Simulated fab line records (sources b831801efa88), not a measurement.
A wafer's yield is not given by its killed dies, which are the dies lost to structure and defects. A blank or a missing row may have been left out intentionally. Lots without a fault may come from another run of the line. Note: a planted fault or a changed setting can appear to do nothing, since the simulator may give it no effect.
A lot that was struck, set against a sound lot :: flow sky130 :: 39 steps out of a route of 708
Sound: the wafers L888.3, L888.5, L888.6. Wafers L907.1, L907.2, L907.6 were the ones struck. The cause is named last.
Each step with rows lists, per side, the tool, then ch with its chambers, then its first start. Under that, the readings that differ: sound wafers :: struck wafers :: difference of the means :: sigmas: that difference in standard deviations of wafers without a fault.
alike: readings with means less than 2 such deviations apart, plus words and numbers identical on both sides. not compared: withheld readings, readings lacking a value on some wafer, bounds such as >300 that could conceal the same value, and numbers that have no deviation in the record and whose values overlap.
Wherever a step has rows on one side only, a row that says differs or no value, or a row with sigmas, the two part there. Numbers that don't overlap but have no deviation are shown without sigmas and don't part them. A reading that every wafer of one side lacks parts them only if that side has two wafers or more.

first, 10 steps without rows for these wafers: SKY_GATE_OXIDE_COAT_05 (resist thk 1140 nm); SKY_GATE_OXIDE_SOFTBAKE_06 (time 60 s); SKY_GATE_OXIDE_EXPOSE_07 (exposes mask LVOM, target cd 600 nm); SKY_GATE_OXIDE_PEB_08; SKY_GATE_OXIDE_DEVELOP_09 (develop time 60 s); SKY_GATE_OXIDE_IMPLANT_11; SKY_GATE_OXIDE_WET_ETCH_12 (etches SiO2 in dHF, target depth 16.8 nm, time 336 s); SKY_GATE_OXIDE_STRIP_13 (strips in O2/N2); SKY_GATE_OXIDE_CLEAN_15 (cleans in SC1/SC2, time 150 s); SKY_GATE_OXIDE_OXIDATION_16 (stabilise 600 s, purge 300 s, target thk 3.57 nm).
SKY_POLY_GATE_CVD_00: deposits poly-Si, target thk 180 nm, time 720 s.
  sound on lpcvd-01 ch 1, day 13 13:38; struck on lpcvd-01 ch 0, day 20 18:19
reading: spikeTcBottomC (C)
sound: 635.7 635.5 635.0
struck: 619.4 617.9 616.7
difference: -17.4
sigmas: -6

reading: spikeTcCentreC (C)
sound: 623.5 622.9 622.5
struck: 597.3 595.0 595.9
difference: -26.9
sigmas: -17

reading: spikeTcLowerC (C)
sound: 618.1 620.0 621.6
struck: 599.3 597.7 598.0
difference: -21.6
sigmas: -17

reading: spikeTcTopC (C)
sound: 636.8 635.6 637.1
struck: 617.1 616.7 616.2
difference: -19.8
sigmas: -13

reading: spikeTcUpperC (C)
sound: 618.8 620.7 620.6
struck: 596.7 598.4 597.7
difference: -22.4
sigmas: -22

reading: susceptorTempC (C)
sound: 620.20 620.30 620.13
struck: 597.27 597.23 596.96
difference: -23.06
sigmas: -85

reading: zonePowerLowerPct (%)
sound: 8.00 7.90 7.97
struck: 7.53 7.50 7.46
difference: -0.46
sigmas: -5

reading: zonePowerTopPct (%)
sound: 21.2 21.3 21.5
struck: 18.8 19.0 18.7
difference: -2.5
sigmas: -4

reading: zonePowerUpperPct (%)
sound: 9.44 9.35 9.37
struck: 8.28 8.27 8.29
difference: -1.11
sigmas: -4

reading: model.poly-Si_of_POLY_GATE_CVD_00.thkNm (nm)
sound: 178.5 177 178.2
struck: 106.5 106.1 106.6
difference: -71.5
sigmas: 
SKY_POLY_GATE_THK_MEAS_01:
  sound: filmMetro-02 at day 13 14:52; struck: filmMetro-02 at day 20 20:07
reading: POLY_GATE_CVD_00_THK (nm)
sound: 178.4 177.1 178.2
struck: 106.5 106.1 106.6
difference: -71.5
sigmas: -42
then, 9 steps without rows for these wafers: SKY_RES_PROTECT_DEHYDRATE_00 (time 60 s); SKY_RES_PROTECT_HMDS_01 (prime time 60 s); SKY_RES_PROTECT_COAT_02 (resist thk 1140 nm); SKY_RES_PROTECT_SOFTBAKE_03 (time 60 s); SKY_RES_PROTECT_EXPOSE_04 (exposes mask RPM, target cd 1270 nm); SKY_RES_PROTECT_PEB_05; SKY_RES_PROTECT_DEVELOP_06 (develop time 60 s); SKY_POLY_GATE_IMPLANT_02; SKY_RES_PROTECT_STRIP_07 (strips in O2/N2).
SKY_RES_PROTECT_CLEAN_09: cleans in SC1/SC2, time 150 s.
  sound on wetBench-02 ch 1, day 14 16:57; struck on wetBench-03 ch 2, day 22 02:09
reading: model.poly-Si_of_POLY_GATE_CVD_00.thkNm (nm)
sound: 177.8 176.3 177.6
struck: 105.9 105.5 105.9
difference: -71.5
sigmas: 
then, 11 steps without rows for these wafers: SKY_POLY_GATE_CVD_03 (deposits Si3N4 from DCS/NH3, target thk 75 nm, time 1290 s); SKY_POLY_GATE_DEHYDRATE_05 (time 60 s); SKY_POLY_GATE_HMDS_06 (prime time 60 s); SKY_POLY_GATE_COAT_07 (resist thk 110 nm); SKY_POLY_GATE_COAT_08 (resist thk 450 nm); SKY_POLY_GATE_SOFTBAKE_09 (time 90 s); SKY_POLY_GATE_EXPOSE_10 (exposes mask P1M, target cd 150 nm); SKY_POLY_GATE_PEB_11; SKY_POLY_GATE_DEVELOP_12 (develop time 60 s); SKY_POLY_GATE_ETCH_15 (etches BARC in N2/H2, stops on SiO2, time 118.5 s, target depth 110 nm); SKY_POLY_GATE_ETCH_16 (etches Si3N4 in CH3F/O2, stops on poly-Si, time 147.5 s, target depth 75 nm).
SKY_POLY_GATE_ETCH_17: etches poly-Si in HBr/Cl2, stops on SiO2, target depth 180 nm, time 70.5 s.
  sound on rieSi-02 ch 1,2, day 15 21:55; struck on rieSi-01 ch 1,2, day 23 10:32
reading: oesProductAu (a.u.)
sound: 0.977 0.971 0.984
struck: 0.703 0.693 0.696
difference: -0.280
sigmas: -41

reading: model.etch.depthNm (nm)
sound: 177.6 176.3 177.6
struck: 105.9 105.5 105.9
difference: -71.4
sigmas: 

reading: model.POLY_GATE.featureDepthNm (nm)
sound: 177.6 176.3 177.6
struck: 105.9 105.5 105.9
difference: -71.4
sigmas: 
  alike: drypumpMotorCurrentA, rfFwdPowerW, throttleValvePct
  not compared: rfHoursCounterH
then, 2 steps without rows for these wafers: SKY_POLY_GATE_STRIP_18 (strips in O2/N2); SKY_POLY_GATE_CLEAN_19 (cleans in SC1/SC2, time 150 s).
-- the record jumps here: 12 days lie between the struck wafers' starts before and after (it left off in module POLY_GATE and takes up again in module LI_CONTACT, whose first step shown is number 376 of the route) --
SKY_LI_CONTACT_ETCH_14: etches BARC in N2/H2, stops on SiO2, time 45.9 s, target depth 60 nm.
  sound on rieDiel-02 ch 1,2, day 28 14:38; struck on rieDiel-02 ch 0,2,3, day 35 09:02
reading: model.LI_CONTACT.cdNm (nm)
sound: 169.3 170.3 168.7
struck: 175.2 175.1 174.4
difference: +5.5
sigmas: 
  alike: drypumpMotorCurrentA, oesProductAu, rfFwdPowerW, throttleValvePct
  not compared: rfHoursCounterH
SKY_LI_CONTACT_ETCH_15: etches PSG in C4F8/O2/Ar, stops on Si, target depth 600 nm.
  sound on rieDiel-02 ch 1,2, day 28 14:41; struck on rieDiel-02 ch 0,2,3, day 35 09:04
reading: model.LI_CONTACT.cdNm (nm)
sound: 169.8 171.3 169.5
struck: 175.7 175.5 174.9
difference: +5.2
sigmas: 
  alike: oesProductAu, rfFwdPowerW
-- the record jumps here: 15 days lie between the struck wafers' starts before and after (it left off in module LI_CONTACT and takes up again in module PAD_OPEN, whose first step shown is number 708 of the route) --
SKY_PAD_OPEN_PROBE_99:
  sound: prober-02 at day 45 05:49; struck: prober-02 at day 50 05:51
reading: model.etest.pfet_01v8.rOnOhmUm
sound: 2836 2824 2795
struck: 3162 3179 3129
difference: +338
sigmas: 

reading: model.etest.resHighPo.lineOhmUm
sound: 744.8 732.8 730.7
struck: 1168 1192 1164
difference: +439
sigmas: 

reading: model.etest.tipP.rsOhmSq
sound: 6787 6783 6799
struck: 7020 7075 7040
difference: +255
sigmas: 

reading: model.etest.resPoly.lineOhmUm
sound: 522.8 525.5 524.9
struck: 805.1 853.8 844.5
difference: +310.1
sigmas: 

reading: model.etest.tipSonos.rsOhmSq
sound: 2633 2650 2644
struck: 2448 2425 2421
difference: -211
sigmas: 

reading: model.etest.resHighPo.rsOhmSq
sound: 258.8 255.2 254.7
struck: 415.5 417.5 411.4
difference: +158.6
sigmas: 

reading: model.etest.resPwdeUnderGate.rsOhmSq
sound: 6223 6220 6284
struck: 6103 6198 6130
difference: -99
sigmas: 

reading: model.etest.nfet_01v8_lvt.driveUaUm
sound: 572.4 584.2 593.5
struck: 611.2 618.8 620.1
difference: +33.3
sigmas: 
  alike: killed_at_M0_to_M3, killed_at_M4_up, killedAtContacts, killedAtFrontEnd, killedAtOther, killedDies, killedOnRim, killedOpen, killedShort

== WHERE THEY PART ==
First at SKY_POLY_GATE_CVD_00; last, within this record, at SKY_POLY_GATE_ETCH_17. Later steps at which nothing parts them and some readings are alike: SKY_LI_CONTACT_ETCH_14, SKY_LI_CONTACT_ETCH_15, SKY_PAD_OPEN_PROBE_99.

WHY: what had been put in by the simulator
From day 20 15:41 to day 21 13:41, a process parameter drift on lpcvd-01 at SKY_POLY_GATE_CVD_00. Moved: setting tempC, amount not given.
